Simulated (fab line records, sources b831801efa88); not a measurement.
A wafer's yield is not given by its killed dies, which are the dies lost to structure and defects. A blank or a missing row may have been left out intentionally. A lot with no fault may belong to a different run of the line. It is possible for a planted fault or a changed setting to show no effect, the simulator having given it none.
Chamber matching | flow gf180mcu | rie diel-04 running GF_SAB_ETCH_11: 4 sister chambers
The step etches SiO2 in C4F8/O2/Ar, target depth 55 nm, time 8.5 s. 4 wafers are shown with their chamber, then 9 later ones without.

== EACH WAFER AND ITS CHAMBER ==
wafer  | chamber | oes product au (a.u.)
L112.3 | 1       | 0.997
L117.1 | 2       | 0.995
L122.3 | 0       | 0.995
L122.6 | 3       | 1.006

== WAFERS WITHOUT THEIR CHAMBER ==
wafer  | oes product au (a.u.)
L125.1 | 0.991
L125.3 | 1.005
L125.6 | 1.002
L129.2 | 1.000
L129.4 | 1.008
L129.6 | 1.003
L130.3 | 0.999
L130.5 | 1.007
L130.6 | 0.998

== THE CHAMBER EACH PASSED THROUGH ==
wafer  | from the rows above               | in truth
L125.1 | can't be placed: 0 or 2 or 1      | 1
L125.3 | 3                                 | 3
L125.6 | can't be placed: 3 or 1 or 0 or 2 | 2
L129.2 | can't be placed: 1 or 0 or 2 or 3 | 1
L129.4 | 3                                 | 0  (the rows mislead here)
L129.6 | can't be placed: 3 or 1 or 0 or 2 | 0
L130.3 | can't be placed: 1 or 0 or 2 or 3 | 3
L130.5 | 3                                 | 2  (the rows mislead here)
L130.6 | can't be placed: 1 or 0 or 2      | 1
Correctly placed: 1 of 9. These rows do not allow placing 6 (true chamber among the candidates in 6). Placed wrongly: 2.
How it was worked out, from the rows above alone: a wafer's distance from a chamber is the root of the sum, over the readings, of the square of ((its reading less the chamber's mean) divided by the reading's scatter). If the next closest chamber is less than 2 further off than the closest, the wafer can't be placed; otherwise it belongs to the closest. The mean given for a chamber averages the wafers shown for that chamber. The scatter: with one shown wafer a chamber, the root of the mean of the squares of how far each hidden wafer lies from its nearest shown one.
